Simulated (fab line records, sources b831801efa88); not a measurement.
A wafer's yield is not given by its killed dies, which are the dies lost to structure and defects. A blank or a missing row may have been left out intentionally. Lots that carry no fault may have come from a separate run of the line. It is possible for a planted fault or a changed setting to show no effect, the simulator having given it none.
Struck lot and sound lot, side by side | flow gf180mcu | 15 steps out of a route of 602
Sound: wafers L397.1, L397.3, L397.4. The struck wafers were L388.2, L388.3, L388.6. The cause is given at the end.
Order at every step that has rows: each side's tool, ch and its chambers, its first start. Under that, the readings that differ: sound wafers | struck wafers | difference of the means | sigmas: that difference in standard deviations of wafers without a fault.
alike: readings whose means differ by less than 2 such deviations, and words and numbers that are the same on both sides. not compared: withheld readings, readings that some wafer has no value for, bounds like >300 that may hide the same value, and numbers for which the record gives no deviation and whose values overlap.
Wherever a step has rows on one side only, a row that says differs or no value, or a row with sigmas, the two part there. Numbers that have no deviation but don't overlap get no sigmas and don't part them. A reading missing from all wafers of one side parts the sides only when that side holds two or more wafers.

first, 3 steps without rows for these wafers: GF_CONTACT_EXPOSE_11 (exposes mask Contact, target cd 220 nm); GF_CONTACT_PEB_12 (peb time 90 s); GF_CONTACT_DEVELOP_13 (develop time 60 s).
GF_CONTACT_CD_MEAS_14: the cd target is 220 nm.
  sound on cdSem-01, day 23 05:25; struck on cdSem-01, day 20 08:45
reading   | sound             | struck            | difference | sigmas
cdNm (nm) | 221.3 220.8 222.2 | 218.5 219.2 218.9 | -2.6       | -2
GF_CONTACT_OVL_MEAS_15:
  sound on overlay-02, day 23 05:32; struck on overlay-02, day 20 08:52
  alike: CONTACT_OVL
GF_CONTACT_ETCH_16: etches BARC in N2/H2.
  sound on rieDiel-01 ch 0,1,3, day 23 05:34; struck on rieDiel-03 ch 0,2,3, day 20 08:53
  alike: drypumpMotorCurrentA, oesProductAu, throttleValvePct
GF_CONTACT_ETCH_17: etches SiO2 in C4F8/O2/Ar, stops on CoSi2, target depth 860 nm.
  sound: rieDiel-01 ch 0,1,3; struck: rieDiel-03 ch 0,2,3
  alike: oesProductAu
GF_CONTACT_STRIP_18: strips in O2/N2.
  sound on plasmaAsher-03 ch 0,1, day 23 05:44; struck on plasmaAsher-02 ch 0,1, day 20 09:03
  alike: drypumpMotorCurrentA, heaterPowerW, oesProductAu
  not compared: rfHoursCounterH
then, 3 steps without rows for these wafers: GF_CONTACT_CLEAN_19 (cleans in SPM); GF_CONTACT_CLEAN_20 (cleans in DIW); GF_CONTACT_CLEAN_21 (cleans in dHF, time 20 s).
GF_CONTACT_SPUTTER_22: material Ti, target thk 15 nm, time 80.02 s.
  sound on pvdSputter-04, day 23 06:02; struck on pvdSputter-04, day 20 09:21
  alike: throttleValvePct
GF_CONTACT_SPUTTER_23: material TiN, target thk 10 nm, time 40 s.
  sound on pvdSputter-04, day 23 06:06; struck on pvdSputter-04, day 20 09:25
reading                                    | sound             | struck            | difference | sigmas
model.TiN_of_CONTACT_SPUTTER_23.thkNm (nm) | 9.751 9.731 9.892 | 7.422 7.163 7.436 | -2.451     | 
  alike: throttleValvePct
GF_CONTACT_CVD_24: deposits W, target thk 300 nm, time 90.339 s.
  sound on cvdW-01 ch 0,1, day 23 06:08; struck on cvdW-02 ch 0,1, day 20 09:27
  alike: heaterPowerW
then, 1 step without rows for these wafers: GF_PASSIVATION_PROBE_99.

## WHERE THEY PART
Within this record, at GF_CONTACT_CD_MEAS_14 only. Later steps at which nothing parts them and some readings are alike: GF_CONTACT_OVL_MEAS_15, GF_CONTACT_ETCH_16, GF_CONTACT_ETCH_17, GF_CONTACT_STRIP_18, GF_CONTACT_SPUTTER_22, GF_CONTACT_SPUTTER_23, GF_CONTACT_CVD_24.

WHY: whatever the simulator had introduced
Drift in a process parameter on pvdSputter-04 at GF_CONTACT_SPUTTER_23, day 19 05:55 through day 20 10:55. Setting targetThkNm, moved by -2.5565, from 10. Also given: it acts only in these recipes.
